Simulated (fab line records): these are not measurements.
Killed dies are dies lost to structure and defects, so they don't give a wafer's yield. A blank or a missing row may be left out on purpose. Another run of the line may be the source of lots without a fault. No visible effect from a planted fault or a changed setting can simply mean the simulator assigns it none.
Matching of chambers | flow sky130 | 4 sister chambers for SKY_VIA4_CMP_21 on cmp-02
The step polishes, stops on SiO2, t overpolish 25 s, target thk 0 nm. 4 wafers are shown with their chamber, then 7 later ones without.

== WAFERS WITH THEIR CHAMBER ==
wafer  | chamber | motorCurrentA (A)
L161.5 | 0       | 11.9
L166.5 | 2       | 8.3
L165.3 | 3       | 9.6
L165.4 | 1       | 10.8

== WAFERS WHOSE CHAMBER IS MISSING ==
wafer  | motorCurrentA (A)
L165.5 | 8.9
L178.1 | 8.8
L178.3 | 11.4
L178.4 | 9.9
L179.2 | 11.8
L179.3 | 9.9
L179.4 | 11.5

== CHAMBER TAKEN BY EACH ==
wafer  | from the rows above     | in truth
L165.5 | can't be placed: 2 or 3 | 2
L178.1 | can't be placed: 2 or 3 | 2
L178.3 | can't be placed: 0 or 1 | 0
L178.4 | can't be placed: 3 or 1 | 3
L179.2 | 0                       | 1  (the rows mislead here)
L179.3 | can't be placed: 3 or 1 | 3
L179.4 | can't be placed: 0 or 1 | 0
Correctly placed: 0 of 7. Unplaceable from these rows: 6, with the true chamber sitting among the candidates in 6. Number placed wrongly: 1.
How it was worked out, from the rows above alone: a wafer's distance from a chamber is the root of the sum, over the readings, of the square of ((its reading less the chamber's mean) divided by the reading's scatter). If the next closest chamber is less than 2 further off than the closest, the wafer can't be placed; otherwise it belongs to the closest. For every chamber, the mean is computed from those of its wafers that are shown. The scatter (one wafer shown for each chamber): square how far every hidden wafer sits from the nearest shown wafer, average those squares and take the square root.
